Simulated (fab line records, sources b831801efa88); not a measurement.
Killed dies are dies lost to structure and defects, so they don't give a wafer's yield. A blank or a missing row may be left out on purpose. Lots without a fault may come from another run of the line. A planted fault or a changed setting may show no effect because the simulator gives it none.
Which tool did it? | flow sky130 | 12 lots, 36 wafers sampled, at 2 steps of a route of 708

WHAT THE GAUGES READ, wafer by wafer
SKY_CAP2M_THK_MEAS_01. Usual: CAP2M_CVD_00_THK 15.48 nm, standard deviation 0.22.
lot  | measured     | on            | CAP2M_CVD_00_THK (nm) | flag
L226 | day 40 04:14 | film_metro-02 | 15.40 15.88 15.54     |
L225 | day 40 06:20 | film_metro-02 | 15.46 15.64 15.81     |
L227 | day 40 10:25 | film_metro-02 | 15.48 15.44 15.63     |
L228 | day 40 11:05 | film_metro-03 | 15.81 15.67 15.56     |
L230 | day 41 03:01 | film_metro-02 | 15.35 15.30 15.94     |
L231 | day 41 13:55 | film_metro-03 | 15.59 15.71 15.84     |
L234 | day 43 00:01 | film_metro-02 | 15.31 15.54 15.30     |
L236 | day 43 02:29 | film_metro-02 | 15.53 15.38 15.94     |
L237 | day 43 11:29 | film_metro-04 | 15.55 15.48 15.45     |
L238 | day 43 17:17 | film_metro-02 | 15.64 15.34 15.69     |
L239 | day 43 21:01 | film_metro-03 | 15.62 15.35 15.57     |
L248 | day 46 01:57 | film_metro-03 | 15.32 15.34 15.66     |

WHICH TOOL RAN EACH LOT (tool, then ch and the chambers of the sampled wafers, then the start)
lot  | SKY_LDD_N_STRIP_16
L226 | plasma_asher-01 ch 0,1, day 18 05:13
L225 | plasma_asher-02 ch 0,1, day 18 07:11
L227 | plasma_asher-02 ch 0,1, day 18 11:29
L228 | plasma_asher-04 ch 0,1, day 18 14:01
L230 | plasma_asher-02 ch 0,1, day 19 08:34
L231 | plasma_asher-02 ch 0,1, day 19 23:32
L234 | plasma_asher-01 ch 0,1, day 21 19:31
L236 | plasma_asher-02 ch 0,1, day 22 04:52
L237 | plasma_asher-02 ch 0,1, day 22 11:08
L238 | plasma_asher-02 ch 0,1, day 22 23:57
L239 | plasma_asher-02 ch 0,1, day 23 03:41
L248 | plasma_asher-04 ch 0,1, day 26 00:28
- SKY_LDD_N_STRIP_16: strips in O2/N2.

WHAT THE TOOLS THEMSELVES READ (means of the sampled wafers that have a number; where no wafer has one, the mark that the record gives instead)
SKY_LDD_N_STRIP_16. Usual: drypump_motor_current_A 5.6 A, standard deviation 0.4; n2_flow_sccm 300.0 sccm, standard deviation 0.91; oes_product_au 0.407 a.u., standard deviation 0.0045; strip_time_to_endpoint_s 4.310 s, standard deviation 0.014.
lot  | tool            | drypump_motor_current_A (A) | n2_flow_sccm (sccm) | oes_product_au (a.u.) | strip_time_to_endpoint_s (s) | flag
L226 | plasma_asher-01 | 5.5                         | 300.3               | 0.406                 | 4.300                        |
L225 | plasma_asher-02 | 5.9                         | 300.7               | 0.411                 | 4.321                        |
L227 | plasma_asher-02 | 6.0                         | 300.2               | 0.399                 | 4.294                        |
L228 | plasma_asher-04 | 5.4                         | 300.2               | 0.404                 | 4.299                        |
L230 | plasma_asher-02 | 6.0                         | 300.4               | 0.408                 | 4.317                        |
L231 | plasma_asher-02 | 5.9                         | 299.6               | 0.403                 | 4.317                        |
L234 | plasma_asher-01 | 5.1                         | 299.4               | 0.411                 | 4.303                        |
L236 | plasma_asher-02 | 6.0                         | 299.7               | 0.405                 | 4.305                        |
L237 | plasma_asher-02 | 5.9                         | 299.3               | 0.405                 | 4.282                        |
L238 | plasma_asher-02 | 5.9                         | 299.9               | 0.407                 | 4.317                        |
L239 | plasma_asher-02 | 6.0                         | 298.9               | 0.407                 | 4.313                        |
L248 | plasma_asher-04 | 5.4                         | 300.8               | 0.410                 | 4.318                        |

THE ANSWER, worked out from the rows above alone
Rule: a lot is off if the mean of its wafers that have a number lies more than 3 standard deviations from the usual mean. A lot without any number at a reading at which 4 lots or more have one is off too. The other lots that the step has rows for count as sound. The gauges are gone through in route order, then the tools' own readings, and for those a lot's mean is taken as printed above. The first step at which some lot is off is used, and at that step the reading that is off furthest; a lot without a number counts as furthest.
No lot is off at any reading shown: from this, nothing can be told.

WHAT THE SIMULATOR HAD PUT IN
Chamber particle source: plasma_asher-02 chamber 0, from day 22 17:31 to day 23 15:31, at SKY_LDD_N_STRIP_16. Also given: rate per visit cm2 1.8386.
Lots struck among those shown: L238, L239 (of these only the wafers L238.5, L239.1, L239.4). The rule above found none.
